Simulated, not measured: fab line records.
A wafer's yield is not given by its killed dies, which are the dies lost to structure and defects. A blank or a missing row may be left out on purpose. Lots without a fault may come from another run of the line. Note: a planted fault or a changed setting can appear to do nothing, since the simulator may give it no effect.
A lot that was struck, set against a sound lot + flow sfqLine + 41 steps out of a route of 325
Sound: the wafers L319.2, L319.3, L319.6. Wafers struck: L317.2, L317.4, L317.6. The cause is given at the end.
For every step that has rows: the tool of each side, followed by ch and its chambers, followed by its first start. Under that, the readings that differ: sound wafers + struck wafers + difference of the means + sigmas: that difference in standard deviations of wafers without a fault.
alike: words and numbers the same on both sides, and readings whose means are apart by under 2 such deviations; not compared: readings that were withheld, readings missing a value for some wafer, numbers with overlapping values and no deviation given by the record, and bounds like >300 which may hide the same value.
The two part at a step that has a row with sigmas, a row that says differs or no value, or rows on one side only. Numbers that don't overlap but have no deviation are shown without sigmas and don't part them. A reading missing from all wafers of one side parts the sides only when that side holds two or more wafers.

first, 1 step without rows for these wafers: SFQ_TRILAYER_M2_DEP_SPUTTER_055 (material Nb, target thk 200 nm, time 133.3 s).
SFQ_M2_RS_MEAS_914: uses a four-point probe to measure.
  sound on filmMetro-02 at day 25 17:37; struck on filmMetro-02 at day 25 12:49
  alike: M2_NB_RS
then, 6 steps without rows for these wafers: SFQ_TRILAYER_M2_LITHO_COAT_062 (resist thk 62 nm); SFQ_TRILAYER_M2_LITHO_COAT_057 (resist thk 600 nm); SFQ_TRILAYER_M2_LITHO_SOFTBAKE_061; SFQ_TRILAYER_M2_LITHO_EXPOSE_058 (exposes mask M2, target cd 500 nm); SFQ_TRILAYER_M2_LITHO_PEB_060 (peb time 60 s); SFQ_TRILAYER_M2_LITHO_DEVELOP_059 (time 60 s).
-- the record jumps here: 6 days lie between the struck wafers' starts before and after --
SFQ_M2_OVL_MEAS_916:
  sound on overlay-02 at day 31 12:14; struck on overlay-02 at day 31 07:26
  alike: M2_OVL
SFQ_TRILAYER_M2_BARC_OPEN_METAL_ETCH_077: etches BARC in O2, target depth 125 nm, time 41.7 s.
  sound on rieMetal-01 ch 0,1, day 31 12:16; struck on rieMetal-03 ch 1, day 31 07:28
  alike: drypumpMotorCurrentA, oesProductAu
  not compared: rfHoursCounterH
then, 1 step without rows for these wafers: SFQ_TRILAYER_M2_ETCH_METAL_ETCH_060 (etches Nb in Cl2/Ar, stops on SiO2, target depth 240 nm, time 120 s).
SFQ_TRILAYER_M2_STRIP_STRIP_061: strips in O2.
  sound on rieMetal-01 ch 0,1, day 31 12:26; struck on rieMetal-03 ch 1, day 31 07:38
  no value came back on the struck wafers for chamberPressureMTorr (mTorr), drypumpMotorCurrentA (A), oesProductAu (a.u.); on the sound wafers chamberPressureMTorr (mTorr) reads 50.08 50.01 50.03
| reading                                             | sound | struck           | difference | sigmas |
|-----------------------------------------------------|-------|------------------|------------|--------|
| model.KrF_of_TRILAYER_M2_LITHO_COAT_057.thkNm (nm)  | 0 0 0 | 379 377.8 380.4  | +379       |        |
| model.BARC_of_TRILAYER_M2_LITHO_COAT_062.thkNm (nm) | 0 0 0 | 62.15 62.16 62.1 | +62.14     |        |
  not compared: rfHoursCounterH
then, 3 steps without rows for these wafers: SFQ_TRILAYER_M2_STRIP_SOLV_CLEAN_062 (cleans in NMP, time 600 s); SFQ_TRILAYER_I2_DEP_PECVD_063 (deposits SiO2 from SiH4/N2O, time 111.11 s, target thk 500 nm); SFQ_TRILAYER_I2_CMP_CMP_064 (polishes SiO2).
SFQ_I2_BOW_MEAS_917:
  sound on filmMetro-03 at day 31 17:31; struck on filmMetro-02 at day 31 11:31
  alike: I2_BOW
then, 7 steps without rows for these wafers: SFQ_TRILAYER_I2_METRO_MEASURE_065; SFQ_TRILAYER_I2_VIA_LITHO_COAT_072 (resist thk 62 nm); SFQ_TRILAYER_I2_VIA_LITHO_COAT_067 (resist thk 650 nm); SFQ_TRILAYER_I2_VIA_LITHO_SOFTBAKE_071; SFQ_TRILAYER_I2_VIA_LITHO_EXPOSE_068 (exposes mask I2, target cd 500 nm); SFQ_TRILAYER_I2_VIA_LITHO_PEB_070 (peb time 60 s); SFQ_TRILAYER_I2_VIA_LITHO_DEVELOP_069 (time 60 s).
-- the record jumps here: 7 days lie between the struck wafers' starts before and after --
SFQ_I2_OVL_MEAS_918:
  sound on overlay-02 at day 38 07:51; struck on overlay-02 at day 38 03:03
  alike: I2_OVL
SFQ_TRILAYER_I2_VIA_BARC_OPEN_VIA_ETCH_096: etches BARC in O2, target depth 125 nm, time 41.7 s.
  sound on rieDiel-03 ch 0,1,3, day 38 07:53; struck on rieDiel-01 ch 0,1,3, day 38 03:05
| reading             | sound             | struck            | difference | sigmas |
|---------------------|-------------------|-------------------|------------|--------|
| oesProductAu (a.u.) | 0.676 0.674 0.680 | 0.686 0.686 0.694 | +0.012     | +3     |
  alike: drypumpMotorCurrentA
  not compared: rfHoursCounterH
SFQ_TRILAYER_I2_VIA_ETCH_VIA_ETCH_070: etches SiO2 in CHF3, stops on Nb, target depth 260 nm.
  sound on rieDiel-03 ch 0,1,3, day 38 07:55; struck on rieDiel-01 ch 0,1,3, day 38 03:07
  alike: drypumpMotorCurrentA, oesProductAu
then, 3 steps without rows for these wafers: SFQ_TRILAYER_I2_VIA_STRIP_STRIP_071 (strips in O2); SFQ_TRILAYER_I2_VIA_STRIP_SOLV_CLEAN_072 (cleans in NMP, time 600 s); SFQ_TRILAYER_M3_DEP_PRE_CLEAN_074 (time 22.5 s).
SFQ_TRILAYER_M3_DEP_SPUTTER_073: material Nb, target thk 200 nm, time 133.3 s.
  sound on pvdSputter-05 at day 38 08:50; struck on pvdSputter-03 at day 38 04:38
  alike: throttleValvePct
SFQ_M3_RS_MEAS_919: uses a four-point probe to measure.
  sound on filmMetro-04 at day 38 08:57; struck on filmMetro-01 at day 38 04:45
  alike: M3_NB_RS
then, 6 steps without rows for these wafers: SFQ_TRILAYER_M3_LITHO_COAT_080 (resist thk 62 nm); SFQ_TRILAYER_M3_LITHO_COAT_075 (resist thk 600 nm); SFQ_TRILAYER_M3_LITHO_SOFTBAKE_079; SFQ_TRILAYER_M3_LITHO_EXPOSE_076 (exposes mask M3, target cd 500 nm); SFQ_TRILAYER_M3_LITHO_PEB_078 (peb time 60 s); SFQ_TRILAYER_M3_LITHO_DEVELOP_077 (time 60 s).
SFQ_M3_OVL_MEAS_921:
  sound on overlay-02 at day 39 03:20; struck on overlay-01 at day 38 20:35
  alike: M3_OVL
then, 1 step without rows for these wafers: SFQ_TRILAYER_M3_BARC_OPEN_METAL_ETCH_100 (etches BARC in O2, target depth 125 nm, time 41.7 s).
SFQ_TRILAYER_M3_ETCH_METAL_ETCH_078: etches Nb in Cl2/Ar, stops on SiO2, target depth 240 nm, time 120 s.
  sound on rieMetal-02 ch 0,1, day 39 03:25; struck on rieMetal-02 ch 0,1, day 38 20:40
  alike: drypumpMotorCurrentA, oesProductAu
  not compared: rfHoursCounterH
-- the record jumps here: 36 days lie between the struck wafers' starts before and after --
SFQ_M8_BOW_MEAS_951:
  sound on filmMetro-02 at day 75 09:39; struck on filmMetro-03 at day 75 00:39
| reading                | sound             | struck            | difference | sigmas |
|------------------------|-------------------|-------------------|------------|--------|
| model.etest.i2.linkOhm | 1.976 1.961 1.988 | 1e+06 1e+06 1e+06 | +1e+06     |        |
  alike: M8_BOW

== WHERE THEY PART ==
Last at SFQ_TRILAYER_I2_VIA_BARC_OPEN_VIA_ETCH_096 as far as this record goes, first at SFQ_TRILAYER_M2_STRIP_STRIP_061. Later steps at which nothing parts them and some readings are alike: SFQ_TRILAYER_I2_VIA_ETCH_VIA_ETCH_070, SFQ_TRILAYER_M3_DEP_SPUTTER_073, SFQ_M3_RS_MEAS_919, SFQ_M3_OVL_MEAS_921, SFQ_TRILAYER_M3_ETCH_METAL_ETCH_078, SFQ_M8_BOW_MEAS_951.

WHY: whatever the simulator had introduced
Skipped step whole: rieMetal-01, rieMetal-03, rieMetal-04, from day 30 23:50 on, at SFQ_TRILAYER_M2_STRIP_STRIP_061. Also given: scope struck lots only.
